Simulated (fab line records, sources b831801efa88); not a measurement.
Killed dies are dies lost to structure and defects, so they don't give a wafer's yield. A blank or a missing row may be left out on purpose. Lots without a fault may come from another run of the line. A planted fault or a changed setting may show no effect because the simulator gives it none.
One fault seen from 2 desks | flow sky130 | each desk has only its own numbers; what lay behind them comes last

THE TOOL OWNER'S DESK: pecvd-03
The tool's own readings at SKY_CONTACT_CVD_00 (deposits Si3N4, target thk 75 nm): means of the sampled wafers that have a number, for each lot that ran on this tool. A lot is out of limits, marked OUT, if its mean lies more than 4 standard deviations from the usual mean; the brackets give that distance.
Columns: A = heater_power_w at SKY_CONTACT_CVD_00, usual 689 W
lot  | first seen here | A
L671 | day 31 01:27    | 701
L673 | day 32 12:40    | 730
L676 | day 32 23:56    | 792
L683 | day 35 04:14    | 702
L685 | day 35 19:40    | 730
This desk's finding: nothing out of limits on any of the 5 lots.

THE METROLOGY DESK
What the gauges read, lot by lot, whatever tool the lot ran on: means of the sampled wafers that have a number. A lot is out of limits, marked OUT, if its mean lies more than 4 standard deviations from the usual mean; the brackets give that distance.
Columns: A = CONTACT_CVD_00_THK at SKY_CONTACT_THK_MEAS_01, usual 74.9 nm
lot  | first seen here | A
L670 | day 30 18:09    | 74.6
L671 | day 31 01:29    | 73.1
L672 | day 32 04:27    | 75.7
L673 | day 32 12:41    | 74.5
L676 | day 32 23:58    | 73.9
L677 | day 33 10:15    | 75.5
L678 | day 33 18:04    | 76.4
L683 | day 35 04:17    | 79.2 (+4.3) OUT
L684 | day 35 08:40    | 74.2
L685 | day 35 19:41    | 79.8 (+4.9) OUT
L690 | day 37 17:33    | 75.3
This desk's finding: out of limits on L683, L685; first on L683, day 35 04:17 (CONTACT_CVD_00_THK at SKY_CONTACT_THK_MEAS_01). In limits: L670, L671, L672, L673, L676, L677, L678, L684, L690.

PUT TOGETHER
The metrology desk could have raised an alarm at day 35 04:17, on L683, L685.
The tool owner's desk saw nothing out of limits.
The tool owner's desk has L683, L685 on record, within its limits.
Of the lots named, all ran SKY_CONTACT_CVD_00 on pecvd-03.

WHAT THE SIMULATOR HAD PUT IN
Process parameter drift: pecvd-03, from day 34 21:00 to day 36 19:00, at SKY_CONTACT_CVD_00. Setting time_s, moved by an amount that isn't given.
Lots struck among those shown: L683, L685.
Hours from the fault's start to each desk's first reading out of limits: the metrology desk, 7.
